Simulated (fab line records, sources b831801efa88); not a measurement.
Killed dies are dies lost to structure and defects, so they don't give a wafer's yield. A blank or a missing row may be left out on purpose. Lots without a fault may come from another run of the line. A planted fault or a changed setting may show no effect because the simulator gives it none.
Which tool did it? | flow gf180mcu | 24 lots, 72 wafers sampled, at 4 steps of a route of 602

WHAT THE GAUGES READ, wafer by wafer
GF_V5_THK_MEAS_03.
lot  | measured     | on            | V5_CVD_02_THK (nm)
L074 | day 26 03:57 | film_metro-03 | 1424 1445 1462
L075 | day 26 16:19 | film_metro-03 | 1414 1415 1429
L076 | day 27 01:37 | film_metro-04 | 1427 1452 1461
L077 | day 27 08:20 | film_metro-04 | 1432 1477 1465
L078 | day 27 12:44 | film_metro-02 | 1456 1443 1479
L079 | day 28 00:23 | film_metro-02 | 1440 1468 1462
L080 | day 28 07:38 | film_metro-02 | 1439 1450 1458
L081 | day 28 17:48 | film_metro-04 | 1404 1430 1442
L082 | day 28 23:22 | film_metro-03 | 1422 1429 1446
L083 | day 29 09:13 | film_metro-04 | 1434 1411 1443
L084 | day 29 15:01 | film_metro-02 | 1427 1455 1448
L085 | day 29 18:01 | film_metro-03 | 1436 1452 1451
L086 | day 30 02:37 | film_metro-04 | 1423 1429 1449
L087 | day 30 08:34 | film_metro-04 | 1445 1467 1478
L088 | day 30 12:31 | film_metro-04 | 1446 1470 1459
L089 | day 30 19:46 | film_metro-04 | 1418 1445 1452
L090 | day 31 03:17 | film_metro-03 | 1451 1441 1439
L091 | day 31 10:26 | film_metro-04 | 1451 1444 1466
L092 | day 31 15:08 | film_metro-02 | 1441 1447 1449
L093 | day 32 00:26 | film_metro-03 | 1467 1473 1474
L094 | day 32 07:29 | film_metro-03 | 1449 1480 1489
L095 | day 32 12:44 | film_metro-04 | 1443 1457 1460
L096 | day 32 19:40 | film_metro-04 | 1454 1485 1475
L097 | day 32 18:47 | film_metro-03 | 1451 1441 1492

GF_TOP_METAL_OVL_MEAS_15.
lot  | measured     | on         | TOP_METAL_OVL (nm)
L074 | day 27 22:19 | overlay-01 | 1.4 1.6 0.3
L075 | day 28 10:06 | overlay-01 | 1.0 1.2 2.5
L076 | day 28 18:58 | overlay-02 | -1.2 -1.0 -1.2
L077 | day 29 00:24 | overlay-01 | -1.5 -1.9 -2.2
L078 | day 29 05:33 | overlay-01 | 0.2 0.3 -1.1
L079 | day 29 15:55 | overlay-01 | -1.0 -0.1 1.6
L080 | day 29 23:10 | overlay-01 | 0.7 2.3 1.4
L081 | day 30 10:04 | overlay-02 | -1.3 1.6 1.9
L082 | day 30 14:03 | overlay-01 | -0.9 0.6 1.3
L083 | day 31 00:19 | overlay-01 | 0.6 3.4 0.5
L084 | day 31 06:19 | overlay-02 | -2.7 -2.8 -2.1
L085 | day 31 08:13 | overlay-01 | -1.2 0.5 -0.1
L086 | day 31 15:51 | overlay-01 | 0.1 1.4 1.1
L087 | day 31 22:53 | overlay-01 | 1.2 1.6 1.3
L088 | day 32 02:19 | overlay-02 | 2.6 4.2 2.0
L089 | day 32 08:24 | overlay-01 | -0.6 -1.2 0.2
L090 | day 32 15:54 | overlay-02 | 1.7 0.5 0.6
L091 | day 32 22:40 | overlay-02 | -0.6 1.0 0.7
L092 | day 33 01:51 | overlay-02 | 1.8 2.0 -0.6
L093 | day 33 11:10 | overlay-01 | 0.4 -0.2 0.7
L094 | day 33 17:21 | overlay-01 | -0.3 -0.8 0.6
L095 | day 33 21:58 | overlay-02 | 0.8 0.7 -0.2
L096 | day 34 04:19 | overlay-01 | -2.5 -1.3 -0.8
L097 | day 34 04:00 | overlay-01 | -1.8 -2.4 -3.1

WHICH TOOL RAN EACH LOT (tool, then ch and the chambers of the sampled wafers, then the start)
lot  | GF_M2_SPUTTER_01             | GF_V5_CVD_02
L074 | pvd_sputter-04, day 18 01:23 | pecvd-02 ch 0,2, day 26 03:50
L075 | pvd_sputter-01, day 18 14:39 | pecvd-02 ch 0,1,2, day 26 16:13
L076 | pvd_sputter-01, day 19 01:28 | pecvd-03 ch 0,1,2, day 27 01:30
L077 | pvd_sputter-04, day 19 09:20 | pecvd-01 ch 0,1, day 27 08:14
L078 | pvd_sputter-04, day 19 15:02 | pecvd-01 ch 1,2, day 27 12:38
L079 | pvd_sputter-01, day 20 05:05 | pecvd-02 ch 1,2, day 28 00:15
L080 | pvd_sputter-02, day 20 13:29 | pecvd-03 ch 0,1,2, day 28 07:31
L081 | pvd_sputter-04, day 21 02:06 | pecvd-03 ch 1,2, day 28 17:40
L082 | pvd_sputter-04, day 21 08:37 | pecvd-02 ch 0,2, day 28 23:16
L083 | pvd_sputter-04, day 21 21:43 | pecvd-03 ch 0,1, day 29 09:06
L084 | pvd_sputter-01, day 22 01:24 | pecvd-01 ch 0,1, day 29 14:53
L085 | pvd_sputter-02, day 22 09:09 | pecvd-03 ch 0,1,2, day 29 17:55
L086 | pvd_sputter-01, day 22 17:46 | pecvd-03 ch 1,2, day 30 02:31
L087 | pvd_sputter-04, day 23 00:31 | pecvd-02 ch 0,1,2, day 30 08:29
L088 | pvd_sputter-04, day 23 06:47 | pecvd-01 ch 0,2, day 30 12:24
L089 | pvd_sputter-04, day 23 16:49 | pecvd-01 ch 0,2, day 30 19:40
L090 | pvd_sputter-01, day 23 23:50 | pecvd-02 ch 0,1, day 31 03:11
L091 | pvd_sputter-01, day 24 10:26 | pecvd-01 ch 1,2, day 31 10:20
L092 | pvd_sputter-02, day 24 17:56 | pecvd-02 ch 1,2, day 31 15:02
L093 | pvd_sputter-02, day 25 02:13 | pecvd-02 ch 1,2, day 32 00:19
L094 | pvd_sputter-02, day 25 10:04 | pecvd-01 ch 1,2, day 32 07:23
L095 | pvd_sputter-04, day 25 17:33 | pecvd-03 ch 0,2, day 32 12:37
L096 | pvd_sputter-02, day 26 00:45 | pecvd-02 ch 0,1,2, day 32 19:33
L097 | pvd_sputter-01, day 26 04:17 | pecvd-01 ch 0,1,2, day 32 18:40
- GF_M2_SPUTTER_01: material TiN, target thk 30 nm, time 25 s.
- GF_V5_CVD_02: deposits SiO2 from TEOS, target thk 1450 nm, time 163.28 s.

WHAT THE TOOLS THEMSELVES READ (means of the sampled wafers that have a number; where no wafer has one, the mark that the record gives instead)
GF_M2_SPUTTER_01.
lot  | tool           | throttle_valve_pct (%)
L074 | pvd_sputter-04 | 29.4
L075 | pvd_sputter-01 | 30.6
L076 | pvd_sputter-01 | 29.5
L077 | pvd_sputter-04 | 30.0
L078 | pvd_sputter-04 | 28.6
L079 | pvd_sputter-01 | 29.9
L080 | pvd_sputter-02 | 30.0
L081 | pvd_sputter-04 | 30.2
L082 | pvd_sputter-04 | 29.4
L083 | pvd_sputter-04 | 30.0
L084 | pvd_sputter-01 | 30.2
L085 | pvd_sputter-02 | 30.2
L086 | pvd_sputter-01 | 29.8
L087 | pvd_sputter-04 | 28.5
L088 | pvd_sputter-04 | 28.6
L089 | pvd_sputter-04 | 29.5
L090 | pvd_sputter-01 | 30.6
L091 | pvd_sputter-01 | 30.4
L092 | pvd_sputter-02 | 30.1
L093 | pvd_sputter-02 | 30.0
L094 | pvd_sputter-02 | 29.6
L095 | pvd_sputter-04 | 28.5
L096 | pvd_sputter-02 | 30.3
L097 | pvd_sputter-01 | 30.1

GF_V5_CVD_02.
lot  | tool     | heater_power_w (W)
L074 | pecvd-02 | 619
L075 | pecvd-02 | 594
L076 | pecvd-03 | 616
L077 | pecvd-01 | 607
L078 | pecvd-01 | 762
L079 | pecvd-02 | 674
L080 | pecvd-03 | 679
L081 | pecvd-03 | 653
L082 | pecvd-02 | 636
L083 | pecvd-03 | 662
L084 | pecvd-01 | 596
L085 | pecvd-03 | 640
L086 | pecvd-03 | 693
L087 | pecvd-02 | 615
L088 | pecvd-01 | 611
L089 | pecvd-01 | 519
L090 | pecvd-02 | 562
L091 | pecvd-01 | 703
L092 | pecvd-02 | 622
L093 | pecvd-02 | 691
L094 | pecvd-01 | 684
L095 | pecvd-03 | 605
L096 | pecvd-02 | 646
L097 | pecvd-01 | 695

THE ANSWER, worked out from the rows above alone
Rule: what is usual is taken from the lots themselves. Put in order of their means at a reading, lots are off if they are a third of the lots or fewer, leave a main group of 4 or more, and stand apart from it by a gap of 3 or more times the standard deviation of the main group's means; of several such gaps the widest counts. A main group whose means are all the same, to the digits that the tables above print for the reading, isn't used. A lot without any number at a reading at which 4 lots or more have one is off too. The other lots that the step has rows for count as sound. The gauges are gone through in route order, then the tools' own readings, and for those a lot's mean is taken as printed above. The first step at which some lot is off is used, and at that step the reading that is off furthest; a lot without a number counts as furthest.
No lot is off at any reading shown: from this, nothing can be told.

WHAT THE SIMULATOR HAD PUT IN
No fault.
